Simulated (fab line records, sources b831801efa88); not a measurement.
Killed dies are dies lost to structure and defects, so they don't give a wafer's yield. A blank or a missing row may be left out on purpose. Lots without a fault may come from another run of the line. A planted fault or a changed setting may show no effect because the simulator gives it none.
Which tool did it? | flow gf180mcu | 24 lots, 72 wafers sampled, at 6 steps of a route of 602

WHAT THE GAUGES READ, wafer by wafer
GF_NSD_TW_MEAS_12. Usual: NSD_TW 4218, standard deviation 25.
lot  | measured     | on            | NSD_TW         | flag
L074 | day 13 05:03 | film_metro-01 | 4196 4209 4191 |
L075 | day 13 23:17 | film_metro-03 | 4192 4196 4188 |
L076 | day 14 02:57 | film_metro-04 | 4204 4220 4235 |
L077 | day 14 05:50 | film_metro-04 | 4206 4226 4221 |
L078 | day 14 21:38 | film_metro-01 | 4205 4205 4225 |
L080 | day 15 10:28 | film_metro-04 | 4225 4213 4221 |
L079 | day 15 12:34 | film_metro-04 | 4219 4200 4210 |
L081 | day 15 19:53 | film_metro-04 | 4210 4223 4235 |
L082 | day 16 03:11 | film_metro-03 | 4214 4190 4206 |
L083 | day 16 14:28 | film_metro-03 | 4218 4203 4202 |
L084 | day 16 20:10 | film_metro-04 | 4201 4214 4221 |
L085 | day 17 05:07 | film_metro-04 | 4247 4261 4255 |
L086 | day 17 13:46 | film_metro-03 | 4213 4212 4194 |
L087 | day 17 20:56 | film_metro-04 | 4253 4251 4258 |
L088 | day 18 04:17 | film_metro-03 | 4207 4228 4199 |
L089 | day 18 10:46 | film_metro-03 | 4203 4195 4201 |
L090 | day 18 18:58 | film_metro-04 | 4231 4219 4256 |
L091 | day 19 03:53 | film_metro-04 | 4249 4241 4247 |
L092 | day 19 16:16 | film_metro-03 | 4180 4190 4154 |
L093 | day 19 21:07 | film_metro-01 | 4187 4209 4165 |
L094 | day 20 03:56 | film_metro-01 | 4246 4239 4238 |
L095 | day 20 13:26 | film_metro-01 | 4247 4247 4231 |
L096 | day 20 21:31 | film_metro-04 | 4252 4203 4256 |
L097 | day 21 05:52 | film_metro-01 | 4224 4234 4235 |

GF_M2_OVL_MEAS_15. Usual: M2_OVL 5 nm, standard deviation 5.
lot  | measured     | on         | M2_OVL (nm) | flag
L074 | day 19 00:43 | overlay-02 | 12 8 10     |
L075 | day 19 22:20 | overlay-01 | -5 3 1      |
L076 | day 20 02:01 | overlay-02 | 2 7 -1      |
L077 | day 20 04:49 | overlay-02 | 9 5 5       |
L078 | day 21 01:00 | overlay-01 | -9 -3 7     |
L080 | day 21 13:26 | overlay-02 | 11 13 14    |
L079 | day 21 16:26 | overlay-02 | 11 5 8      |
L081 | day 22 00:15 | overlay-01 | 3 6 2       |
L082 | day 22 09:26 | overlay-02 | 15 13 10    |
L083 | day 22 20:58 | overlay-02 | 2 5 0       |
L084 | day 23 02:17 | overlay-02 | 6 4 4       |
L085 | day 23 11:46 | overlay-02 | 0 11 5      |
L086 | day 23 19:54 | overlay-02 | -1 7 4      |
L087 | day 24 02:06 | overlay-02 | -1 0 0      |
L088 | day 24 09:12 | overlay-01 | 7 18 10     |
L089 | day 24 13:52 | overlay-02 | 4 -5 4      |
L090 | day 24 23:22 | overlay-02 | 9 2 15      |
L091 | day 25 06:36 | overlay-02 | 8 8 5       |
L092 | day 25 17:29 | overlay-01 | 3 4 9       |
L093 | day 25 21:52 | overlay-02 | 8 2 -2      |
L094 | day 26 03:49 | overlay-02 | 6 4 4       |
L095 | day 26 11:25 | overlay-02 | 6 1 -2      |
L096 | day 26 17:37 | overlay-01 | -4 6 -4     |
L097 | day 27 01:28 | overlay-02 | 10 4 1      |

GF_M3_RS_MEAS_05: measures by four-point-probe. Usual: M3_ALCU_RS 0.0694 ohm/sq, standard deviation 0.001.
lot  | measured     | on            | M3_ALCU_RS (ohm/sq)  | flag
L074 | day 20 03:49 | film_metro-04 | 0.0693 0.0683 0.0688 |
L075 | day 21 01:49 | film_metro-03 | 0.0694 0.0681 0.0708 |
L076 | day 21 05:19 | film_metro-04 | 0.0696 0.0695 0.0683 |
L077 | day 21 08:19 | film_metro-03 | 0.0702 0.0700 0.0696 |
L078 | day 22 04:27 | film_metro-03 | 0.0700 0.0690 0.0691 |
L080 | day 22 15:47 | film_metro-03 | 0.0719 0.0696 0.0692 |
L079 | day 22 19:14 | film_metro-04 | 0.0686 0.0704 0.0688 |
L081 | day 23 02:59 | film_metro-03 | 0.0698 0.0685 0.0694 |
L082 | day 23 11:56 | film_metro-04 | 0.0700 0.0689 0.0690 |
L083 | day 23 23:26 | film_metro-03 | 0.0713 0.0698 0.0694 |
L084 | day 24 03:39 | film_metro-03 | 0.0691 0.0713 0.0690 |
L085 | day 24 12:49 | film_metro-04 | 0.0680 0.0697 0.0681 |
L086 | day 24 21:01 | film_metro-01 | 0.0700 0.0680 0.0696 |
L087 | day 25 02:53 | film_metro-04 | 0.0714 0.0701 0.0708 |
L088 | day 25 10:23 | film_metro-03 | 0.0700 0.0704 0.0709 |
L089 | day 25 14:46 | film_metro-01 | 0.0680 0.0685 0.0707 |
L090 | day 25 23:55 | film_metro-04 | 0.0678 0.0694 0.0683 |
L091 | day 26 07:22 | film_metro-04 | 0.0689 0.0691 0.0703 |
L092 | day 26 17:41 | film_metro-04 | 0.0712 0.0692 0.0698 |
L093 | day 26 22:25 | film_metro-04 | 0.0695 0.0685 0.0678 |
L094 | day 27 03:52 | film_metro-01 | 0.0686 0.0706 0.0682 |
L095 | day 27 11:26 | film_metro-04 | 0.0681 0.0698 0.0692 |
L096 | day 27 18:10 | film_metro-03 | 0.0697 0.0709 0.0710 |
L097 | day 28 00:35 | film_metro-03 | 0.0690 0.0696 0.0690 |

GF_V4_RS_MEAS_24: measures by four-point-probe. Usual: V4_W_RS 0.328 ohm/sq, standard deviation 0.0043.
lot  | measured     | on            | V4_W_RS (ohm/sq)  | flag
L074 | day 24 06:46 | film_metro-04 | 0.326 0.332 0.323 |
L075 | day 25 04:02 | film_metro-02 | 0.323 0.330 0.333 |
L076 | day 25 06:17 | film_metro-04 | 0.328 0.325 0.328 |
L077 | day 25 08:49 | film_metro-04 | 0.321 0.323 0.323 |
L078 | day 26 03:36 | film_metro-02 | 0.329 0.334 0.338 |
L080 | day 26 13:39 | film_metro-01 | 0.324 0.325 0.326 |
L079 | day 26 16:59 | film_metro-01 | 0.334 0.329 0.329 |
L081 | day 26 22:40 | film_metro-04 | 0.335 0.329 0.333 |
L082 | day 27 07:17 | film_metro-04 | 0.330 0.326 0.330 |
L083 | day 27 17:47 | film_metro-02 | 0.328 0.336 0.323 |
L084 | day 27 21:35 | film_metro-01 | 0.327 0.328 0.327 |
L085 | day 28 05:29 | film_metro-02 | 0.332 0.324 0.327 |
L086 | day 28 12:47 | film_metro-01 | 0.329 0.326 0.330 |
L087 | day 28 18:05 | film_metro-02 | 0.331 0.325 0.329 |
L088 | day 29 00:40 | film_metro-04 | 0.326 0.331 0.333 |
L089 | day 29 04:57 | film_metro-01 | 0.330 0.328 0.322 |
L090 | day 29 14:06 | film_metro-01 | 0.328 0.325 0.330 |
L091 | day 29 20:44 | film_metro-02 | 0.330 0.332 0.330 |
L092 | day 30 04:40 | film_metro-04 | 0.331 0.327 0.330 |
L093 | day 30 09:34 | film_metro-01 | 0.331 0.338 0.331 |
L094 | day 30 15:32 | film_metro-04 | 0.324 0.327 0.321 |
L095 | day 30 21:34 | film_metro-01 | 0.321 0.328 0.328 |
L096 | day 31 02:55 | film_metro-02 | 0.322 0.326 0.327 |
L097 | day 31 08:55 | film_metro-04 | 0.320 0.322 0.327 |

WHICH TOOL RAN EACH LOT (tool, then ch and the chambers of the sampled wafers, then the start)
lot  | GF_V2_CVD_02                    | GF_V4_ETCH_17
L074 | pecvd-03 ch 0,1, day 19 01:33   | rie_diel-02 ch 2,3, day 24 06:46 or earlier
L075 | pecvd-03 ch 0,2, day 19 23:13   | rie_diel-03 ch 0,1,3, day 25 04:02 or earlier
L076 | pecvd-03 ch 0,1, day 20 02:58   | rie_diel-03 ch 0,1,3, day 25 06:17 or earlier
L077 | pecvd-02 ch 0,1, day 20 05:46   | rie_diel-04 ch 0,1,2, day 25 08:49 or earlier
L078 | pecvd-01 ch 0,2, day 21 01:50   | rie_diel-02 ch 0,1,2, day 26 03:36 or earlier
L080 | pecvd-01 ch 0,1,2, day 21 14:16 | rie_diel-04 ch 0,1,2, day 26 13:39 or earlier
L079 | pecvd-03 ch 0,1,2, day 21 17:16 | rie_diel-04 ch 1,2,3, day 26 16:59 or earlier
L081 | pecvd-03 ch 0,1,2, day 22 01:05 | rie_diel-04 ch 0,2,3, day 26 22:40 or earlier
L082 | pecvd-02 ch 0,2, day 22 10:17   | rie_diel-02 ch 0,2, day 27 07:17 or earlier
L083 | pecvd-03 ch 0,1,2, day 22 21:47 | rie_diel-04 ch 0,2,3, day 27 17:47 or earlier
L084 | pecvd-02 ch 0,1, day 23 03:07   | rie_diel-02 ch 0,1,2, day 27 21:35 or earlier
L085 | pecvd-02 ch 0,2, day 23 12:37   | rie_diel-03 ch 1,2,3, day 28 05:29 or earlier
L086 | pecvd-02 ch 0,1, day 23 20:52   | rie_diel-04 ch 1,3, day 28 12:47 or earlier
L087 | pecvd-02 ch 0,1,2, day 24 03:04 | rie_diel-02 ch 0,2,3, day 28 18:05 or earlier
L088 | pecvd-03 ch 0,1,2, day 24 10:10 | rie_diel-04 ch 0,2,3, day 29 00:40 or earlier
L089 | pecvd-02 ch 0,2, day 24 14:43   | rie_diel-04 ch 0,1,3, day 29 04:57 or earlier
L090 | pecvd-01 ch 0,1,2, day 25 00:13 | rie_diel-02 ch 1,2,3, day 29 14:06 or earlier
L091 | pecvd-03 ch 0,1, day 25 07:34   | rie_diel-04 ch 0,1,2, day 29 20:44 or earlier
L092 | pecvd-03 ch 0,2, day 25 18:19   | rie_diel-03 ch 0,2,3, day 30 04:40 or earlier
L093 | pecvd-02 ch 0,1, day 25 22:51   | rie_diel-03 ch 1,2, day 30 09:34 or earlier
L094 | pecvd-02 ch 0,1,2, day 26 04:41 | rie_diel-02 ch 2,3, day 30 15:32 or earlier
L095 | pecvd-03 ch 0,1,2, day 26 12:18 | rie_diel-03 ch 0,1, day 30 21:34 or earlier
L096 | pecvd-01 ch 0,1,2, day 26 18:28 | rie_diel-04 ch 0,1,3, day 31 02:55 or earlier
L097 | pecvd-03 ch 0,1,2, day 27 02:17 | rie_diel-04 ch 0,2, day 31 08:55 or earlier
- GF_V2_CVD_02: deposits SiO2 from TEOS, target thk 850 nm, time 94.851 s.
- GF_V4_ETCH_17: etches SiO2 in C4F8/O2/Ar, stops on TiN, target depth 630 nm.

WHAT THE TOOLS THEMSELVES READ (means of the sampled wafers that have a number; where no wafer has one, the mark that the record gives instead)
GF_V2_CVD_02. Usual: heater_power_w 679 W, standard deviation 73.
lot  | tool     | heater_power_w (W) | flag
L074 | pecvd-03 | 636                |
L075 | pecvd-03 | 652                |
L076 | pecvd-03 | 656                |
L077 | pecvd-02 | 703                |
L078 | pecvd-01 | 759                |
L080 | pecvd-01 | 670                |
L079 | pecvd-03 | 677                |
L081 | pecvd-03 | 686                |
L082 | pecvd-02 | 721                |
L083 | pecvd-03 | 656                |
L084 | pecvd-02 | 739                |
L085 | pecvd-02 | 684                |
L086 | pecvd-02 | 729                |
L087 | pecvd-02 | 711                |
L088 | pecvd-03 | 644                |
L089 | pecvd-02 | 696                |
L090 | pecvd-01 | 738                |
L091 | pecvd-03 | 607                |
L092 | pecvd-03 | 641                |
L093 | pecvd-02 | 684                |
L094 | pecvd-02 | 686                |
L095 | pecvd-03 | 684                |
L096 | pecvd-01 | 748                |
L097 | pecvd-03 | 674                |

GF_V4_ETCH_17. Usual: oes_product_au 0.856 a.u., standard deviation 0.0041.
lot  | tool        | oes_product_au (a.u.) | flag
L074 | rie_diel-02 | 0.855                 |
L075 | rie_diel-03 | 0.861                 |
L076 | rie_diel-03 | 0.857                 |
L077 | rie_diel-04 | 0.857                 |
L078 | rie_diel-02 | 0.856                 |
L080 | rie_diel-04 | 0.854                 |
L079 | rie_diel-04 | 0.857                 |
L081 | rie_diel-04 | 0.857                 |
L082 | rie_diel-02 | 0.848                 |
L083 | rie_diel-04 | 0.857                 |
L084 | rie_diel-02 | 0.860                 |
L085 | rie_diel-03 | 0.854                 |
L086 | rie_diel-04 | 0.860                 |
L087 | rie_diel-02 | 0.854                 |
L088 | rie_diel-04 | 0.855                 |
L089 | rie_diel-04 | 0.854                 |
L090 | rie_diel-02 | 0.858                 |
L091 | rie_diel-04 | 0.857                 |
L092 | rie_diel-03 | 0.860                 |
L093 | rie_diel-03 | 0.855                 |
L094 | rie_diel-02 | 0.854                 |
L095 | rie_diel-03 | 0.855                 |
L096 | rie_diel-04 | 0.856                 |
L097 | rie_diel-04 | 0.856                 |

THE ANSWER, worked out from the rows above alone
Rule: a lot is off if the mean of its wafers that have a number lies more than 3 standard deviations from the usual mean. A lot without any number at a reading at which 4 lots or more have one is off too. The other lots that the step has rows for count as sound. The gauges are gone through in route order, then the tools' own readings, and for those a lot's mean is taken as printed above. The first step at which some lot is off is used, and at that step the reading that is off furthest; a lot without a number counts as furthest.
No lot is off at any reading shown: from this, nothing can be told.

WHAT THE SIMULATOR HAD PUT IN
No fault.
